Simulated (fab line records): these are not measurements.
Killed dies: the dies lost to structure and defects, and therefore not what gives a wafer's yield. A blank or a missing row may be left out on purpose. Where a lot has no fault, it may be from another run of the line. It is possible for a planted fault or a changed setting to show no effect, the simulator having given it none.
Struck lot and sound lot, side by side || flow sfq_line || 20 out of 325 route steps
Sound: wafers L765.1, L765.2, L765.5. Wafers struck: L777.3, L777.4, L777.5. At the end, the cause is stated.
For every step that has rows: the tool of each side, followed by ch and its chambers, followed by its first start. Under that, the readings that differ: sound wafers || struck wafers || difference of the means || sigmas: that difference in standard deviations of wafers without a fault.
alike: readings with means less than 2 such deviations apart, plus words and numbers identical on both sides. not compared: withheld readings, readings lacking a value on some wafer, bounds such as >300 that could conceal the same value, and numbers that have no deviation in the record and whose values overlap.
A row with sigmas, a row that says differs or no value, or rows on one side alone: a step with any of these is where the two part. Numbers that don't overlap but have no deviation are shown without sigmas and don't part them. Lack of a reading on every wafer of one side parts them only where that side has two or more wafers.

first, 3 steps without rows for these wafers: SFQ_TRILAYER_I2_VIA_LITHO_EXPOSE_068 (exposes mask I2, target cd 500 nm); SFQ_TRILAYER_I2_VIA_LITHO_PEB_070 (peb time 60 s); SFQ_TRILAYER_I2_VIA_LITHO_DEVELOP_069 (time 60 s).
SFQ_I2_OVL_MEAS_918:
  struck on overlay-01, day 46 08:53; sound on overlay-01, day 44 11:16
  alike: I2_OVL
SFQ_TRILAYER_I2_VIA_BARC_OPEN_VIA_ETCH_096: etches BARC in O2, target depth 125 nm, time 41.7 s.
  sound on rie_diel-04 ch 0,1, day 44 11:19; struck on rie_diel-04 ch 0,2,3, day 46 08:55
  alike: drypump_motor_current_A, oes_product_au, rf_fwd_power_W
  not compared: rf_hours_counter_h
SFQ_TRILAYER_I2_VIA_ETCH_VIA_ETCH_070: etches SiO2 in CHF3, stops on Nb, target depth 260 nm.
  sound on rie_diel-04 ch 0,1, day 44 11:21; struck on rie_diel-04 ch 0,2,3, day 46 08:57
  alike: drypump_motor_current_A, oes_product_au, rf_fwd_power_W
SFQ_TRILAYER_I2_VIA_STRIP_STRIP_071: strips in O2.
  sound on rie_metal-01 ch 0,1, day 44 11:28; struck on rie_metal-01 ch 0,1, day 46 09:16
  alike: drypump_motor_current_A, oes_product_au
  not compared: rf_hours_counter_h
then, 2 steps without rows for these wafers: SFQ_TRILAYER_I2_VIA_STRIP_SOLV_CLEAN_072 (cleans in NMP, time 600 s); SFQ_TRILAYER_M3_DEP_PRE_CLEAN_074 (time 22.5 s).
SFQ_TRILAYER_M3_DEP_SPUTTER_073: material Nb, target thk 200 nm, time 133.3 s.
  struck on pvd_sputter-06, day 46 09:52; sound on pvd_sputter-03, day 44 12:16
  alike: chamber_pressure_pa, throttle_valve_pct
SFQ_M3_RS_MEAS_919: measures by four-point-probe.
  struck on film_metro-01, day 46 09:59; sound on film_metro-01, day 44 12:21
  alike: M3_NB_RS
SFQ_TRILAYER_M3_LITHO_COAT_080: resist thk 62 nm.
  sound on litho_track-01 ch 0, day 44 12:32; struck on litho_track-04 ch 0, day 46 10:14
{"reading": "model.BARC_of_TRILAYER_M3_LITHO_COAT_080.thk_nm (nm)", "sound": "61.84 61.8 61.86", "struck": "58.45 58.23 58.15", "difference": -3.56, "sigmas": ""}
  alike: resist_line_temp_C
then, 5 steps without rows for these wafers: SFQ_TRILAYER_M3_LITHO_COAT_075 (resist thk 600 nm); SFQ_TRILAYER_M3_LITHO_SOFTBAKE_079; SFQ_TRILAYER_M3_LITHO_EXPOSE_076 (exposes mask M3, target cd 500 nm); SFQ_TRILAYER_M3_LITHO_PEB_078 (peb time 60 s); SFQ_TRILAYER_M3_LITHO_DEVELOP_077 (time 60 s).
SFQ_M3_OVL_MEAS_921:
  struck on overlay-01, day 46 12:24; sound on overlay-02, day 44 14:55
  alike: M3_OVL
SFQ_TRILAYER_M3_BARC_OPEN_METAL_ETCH_100: etches BARC in O2, target depth 125 nm, time 41.7 s.
  sound on rie_metal-04 ch 0,1, day 44 14:57; struck on rie_metal-03 ch 0,1, day 46 12:26
{"reading": "oes_product_au (a.u.)", "sound": "0.681 0.688 0.681", "struck": "0.668 0.662 0.665", "difference": -0.018, "sigmas": -4}
{"reading": "model.etch.depth_nm (nm)", "sound": "61.84 61.8 61.86", "struck": "58.45 58.23 58.15", "difference": -3.56, "sigmas": ""}
  alike: drypump_motor_current_A, rf_fwd_power_W
  not compared: rf_hours_counter_h
SFQ_TRILAYER_M3_ETCH_METAL_ETCH_078: etches Nb in Cl2/Ar, stops on SiO2, target depth 240 nm, time 120 s.
  sound on rie_metal-04 ch 0,1, day 44 15:01; struck on rie_metal-03 ch 0,1, day 46 12:31
{"reading": "rf_fwd_power_W (W)", "sound": "596.3 595.2 595.4", "struck": "599.5 600.1 601.3", "difference": "+4.7", "sigmas": "+2"}
  alike: drypump_motor_current_A, oes_product_au
  not compared: rf_hours_counter_h

== WHERE THEY PART ==
First at SFQ_TRILAYER_M3_BARC_OPEN_METAL_ETCH_100; last, within this record, at SFQ_TRILAYER_M3_ETCH_METAL_ETCH_078.

WHY: what the simulator had put in
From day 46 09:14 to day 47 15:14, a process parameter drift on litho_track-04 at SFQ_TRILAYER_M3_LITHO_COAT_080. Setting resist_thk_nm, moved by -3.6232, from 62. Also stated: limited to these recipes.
